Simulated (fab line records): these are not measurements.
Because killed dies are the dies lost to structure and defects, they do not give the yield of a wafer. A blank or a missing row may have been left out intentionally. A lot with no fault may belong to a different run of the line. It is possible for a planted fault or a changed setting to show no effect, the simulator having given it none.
Which tool is to blame? | flow gf180mcu | 12 lots with 36 wafers sampled at 4 steps, on a route of 602 steps

== WHAT EACH GAUGE READ, for each wafer ==
GF_V5_THK_MEAS_01.
lot  | measured     | on            | V5_CVD_00_THK (nm)
L587 | day 26 12:59 | film-metro-04 | 306 302 302
L588 | day 26 23:08 | film-metro-02 | 301 299 302
L589 | day 27 02:23 | film-metro-02 | 308 306 309
L592 | day 28 07:05 | film-metro-01 | 302 307 300
L593 | day 28 18:00 | film-metro-02 | 305 300 301
L597 | day 29 22:24 | film-metro-04 | 299 298 302
L598 | day 30 05:34 | film-metro-02 | 294 297 297
L599 | day 30 11:32 | film-metro-02 | 302 298 301
L600 | day 30 18:26 | film-metro-04 | 298 297 297
L604 | day 31 21:26 | film-metro-01 | 298 298 302
L607 | day 32 05:58 | film-metro-02 | 298 292 297
L609 | day 32 20:47 | film-metro-02 | 301 304 301

GF_V5_CD_MEAS_14 targets a cd of 260 nm.
lot  | measured     | on        | cd-nm (nm)
L587 | day 27 10:31 | cd-sem-01 | 261.7 261.4 260.1
L588 | day 27 20:02 | cd-sem-02 | 259.5 259.5 259.3
L589 | day 27 22:28 | cd-sem-01 | 261.4 261.9 262.3
L592 | day 29 03:05 | cd-sem-01 | 258.1 258.2 257.8
L593 | day 29 13:50 | cd-sem-01 | 260.0 259.5 259.8
L597 | day 30 17:55 | cd-sem-02 | 260.6 260.1 259.2
L598 | day 31 00:04 | cd-sem-01 | 274.0 272.7 273.0
L599 | day 31 06:04 | cd-sem-02 | 271.3 271.7 271.9
L600 | day 31 11:59 | cd-sem-02 | 268.5 267.3 268.2
L604 | day 32 14:32 | cd-sem-01 | 258.5 258.7 260.4
L607 | day 32 23:01 | cd-sem-01 | 260.8 260.8 261.2
L609 | day 33 12:59 | cd-sem-01 | 259.7 259.7 260.1

== TOOL THAT RAN EACH LOT (tool first, then ch and the chambers of the sampled wafers, then the start) ==
lot  | GF_M5_STRIP_11                       | GF_V5_EXPOSE_11
L587 | plasma-asher-01 ch 0,1, day 26 12:25 | krf-scanner-02 ch 0, day 27 00:38
L588 | plasma-asher-03 ch 0,1, day 26 22:32 | krf-scanner-02 ch 0, day 27 10:14
L589 | plasma-asher-02 ch 0,1, day 27 01:47 | krf-scanner-02 ch 0, day 27 12:49
L592 | plasma-asher-01 ch 0,1, day 28 06:28 | krf-scanner-02 ch 0, day 28 17:56
L593 | plasma-asher-01 ch 0, day 28 17:25   | krf-scanner-02 ch 0, day 29 04:32
L597 | plasma-asher-02 ch 0,1, day 29 21:50 | krf-scanner-02 ch 0, day 30 08:43
L598 | plasma-asher-01 ch 0,1, day 30 04:35 | krf-scanner-02 ch 0, day 30 15:04
L599 | plasma-asher-03 ch 0,1, day 30 10:57 | krf-scanner-02 ch 0, day 30 21:31
L600 | plasma-asher-03 ch 0,1, day 30 17:50 | krf-scanner-02 ch 0, day 31 03:49
L604 | plasma-asher-02 ch 0,1, day 31 20:51 | krf-scanner-01 ch 0, day 32 06:25
L607 | plasma-asher-01 ch 0,1, day 32 05:22 | krf-scanner-01 ch 0, day 32 15:23
L609 | plasma-asher-03 ch 0,1, day 32 20:12 | krf-scanner-01 ch 0, day 33 05:31
- GF_M5_STRIP_11: strips in O2/N2.
- GF_V5_EXPOSE_11: exposes mask Via5, target cd 260 nm.

== AS READ BY THE TOOLS THEMSELVES (means over the sampled wafers that have a number; for cases with no such wafer, the mark the record gives instead) ==
GF_M5_STRIP_11.
lot  | tool            | drypump-motor-current-A (A) | heater-power-w (W) | oes-product-au (a.u.) | strip-time-to-endpoint-s (s)
L587 | plasma-asher-01 | 5.73                        | 305                | 0.524                 | 7.00
L588 | plasma-asher-03 | 5.81                        | 354                | 0.520                 | 7.07
L589 | plasma-asher-02 | 5.53                        | 322                | 0.526                 | 7.07
L592 | plasma-asher-01 | 5.87                        | 311                | 0.522                 | 7.03
L593 | plasma-asher-01 | 6.02                        | 325                | 0.520                 | 7.06
L597 | plasma-asher-02 | 5.50                        | 319                | 0.524                 | 7.02
L598 | plasma-asher-01 | 5.74                        | 307                | 0.526                 | 7.03
L599 | plasma-asher-03 | 5.83                        | 357                | 0.523                 | 7.08
L600 | plasma-asher-03 | 5.82                        | 354                | 0.522                 | 7.05
L604 | plasma-asher-02 | 5.37                        | 338                | 0.522                 | 7.03
L607 | plasma-asher-01 | 5.75                        | 306                | 0.520                 | 7.00
L609 | plasma-asher-03 | 5.68                        | 331                | 0.527                 | 7.04

GF_V5_EXPOSE_11.
lot  | tool           | exposure-dose-mJ-cm2
L587 | krf-scanner-02 | 37.96
L588 | krf-scanner-02 | 37.95
L589 | krf-scanner-02 | 37.93
L592 | krf-scanner-02 | 37.95
L593 | krf-scanner-02 | 37.94
L597 | krf-scanner-02 | 37.92
L598 | krf-scanner-02 | 40.88
L599 | krf-scanner-02 | 40.86
L600 | krf-scanner-02 | 40.27
L604 | krf-scanner-01 | 37.92
L607 | krf-scanner-01 | 37.95
L609 | krf-scanner-01 | 37.94

== THE ANSWER, worked out from the rows above alone ==
Rule: what is usual is taken from the lots themselves. Put in order of their means at a reading, lots are off if they are a third of the lots or fewer, leave a main group of 4 or more, and stand apart from it by a gap of 3 or more times the standard deviation of the main group's means; of several such gaps the widest counts. Not used: any main group whose means are identical at the precision the tables above print for the reading. A lot without any number at a reading at which 4 lots or more have one is off too. Any other lot the step has rows for is counted as sound. First the gauges in route order, then the tools' own readings, where a lot's mean is used as printed above. At the first step where some lot is off, the reading lying furthest off is the one used; lots without a number count as furthest.
Off, at GF_V5_CD_MEAS_14 on cd-nm: L598, L599, L600. Mean 260.0 nm and standard deviation 1.1 in the main group.
If a tool, at a process step before that reading, ran all the lots that are off and no sound lot after the first of them, it fits. Not tried: the gauges at GF_V5_CD_MEAS_14; whatever is off there is also off at GF_V5_EXPOSE_11, on other tools, and gauge error can't account for it. One fits: GF_V5_EXPOSE_11 on krf-scanner-02. A fault onset in the window from L597 (day 30 08:43, its last sound lot) to L598 (day 30 15:04, its first lot off) fits.
The tool's own readings at GF_V5_EXPOSE_11 bear it out: on the lots that are off they differ by more than 5 times the standard deviation of the sound lots' means. exposure-dose-mJ-cm2 reads 40.67 there against 37.94 on the sound lots.

== WHAT THE SIMULATOR HAD INSERTED ==
Drift in process parameters on krf-scanner-02 at GF_V5_EXPOSE_11, starting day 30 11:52. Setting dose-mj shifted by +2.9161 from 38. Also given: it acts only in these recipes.
Shown lots that were struck: L598, L599, L600. The same result came from the rule above.
